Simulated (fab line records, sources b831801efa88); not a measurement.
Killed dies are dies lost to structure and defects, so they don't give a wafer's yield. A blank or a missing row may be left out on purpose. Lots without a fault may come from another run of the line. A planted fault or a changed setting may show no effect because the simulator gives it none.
Chamber matching | flow gf180mcu | GF_SAB_ETCH_11 on rie_diel-04: 4 sister chambers
The step etches SiO2 in C4F8/O2/Ar, target depth 55 nm, time 8.5 s. 8 wafers are shown with their chamber, then 10 later ones without.

WAFERS WITH THEIR CHAMBER
wafer  | chamber | oes_product_au (a.u.)
L079.2 | 3       | 0.994
L079.3 | 1       | 1.013
L079.4 | 2       | 1.009
L084.1 | 2       | 1.023
L084.2 | 1       | 1.009
L084.4 | 0       | 1.000
L087.1 | 0       | 0.994
L087.3 | 3       | 0.979

WAFERS WITHOUT THEIR CHAMBER
wafer  | oes_product_au (a.u.)
L087.4 | 1.002
L090.3 | 1.000
L090.4 | 1.011
L090.5 | 1.010
L091.2 | 0.998
L091.3 | 0.981
L091.6 | 0.999
L094.1 | 0.988
L094.3 | 1.002
L094.5 | 1.000

WHICH CHAMBER EACH WENT THROUGH
wafer  | from the rows above               | in truth
L087.4 | can't be placed: 0 or 1 or 2 or 3 | 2
L090.3 | can't be placed: 0 or 1 or 3 or 2 | 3
L090.4 | can't be placed: 1 or 2 or 0      | 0
L090.5 | can't be placed: 1 or 2 or 0      | 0
L091.2 | can't be placed: 0 or 3 or 1      | 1
L091.3 | can't be placed: 3 or 0           | 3
L091.6 | can't be placed: 0 or 1 or 3 or 2 | 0
L094.1 | can't be placed: 3 or 0           | 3
L094.3 | can't be placed: 0 or 1 or 2 or 3 | 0
L094.5 | can't be placed: 0 or 1 or 3 or 2 | 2
Placed correctly: 0 of 10. Can't be placed from these rows: 10 (the true chamber is among the candidates in 10). Placed wrongly: 0.
How it was worked out, from the rows above alone: a wafer's distance from a chamber is the root of the sum, over the readings, of the square of ((its reading less the chamber's mean) divided by the reading's scatter). The wafer belongs to the nearest chamber; if the next one is less than 2 further off, it can't be placed. A chamber's mean is the mean of its shown wafers. The scatter: the root of (the sum of the squares of (reading less its chamber's mean) over the shown wafers, divided by (wafers less chambers)).
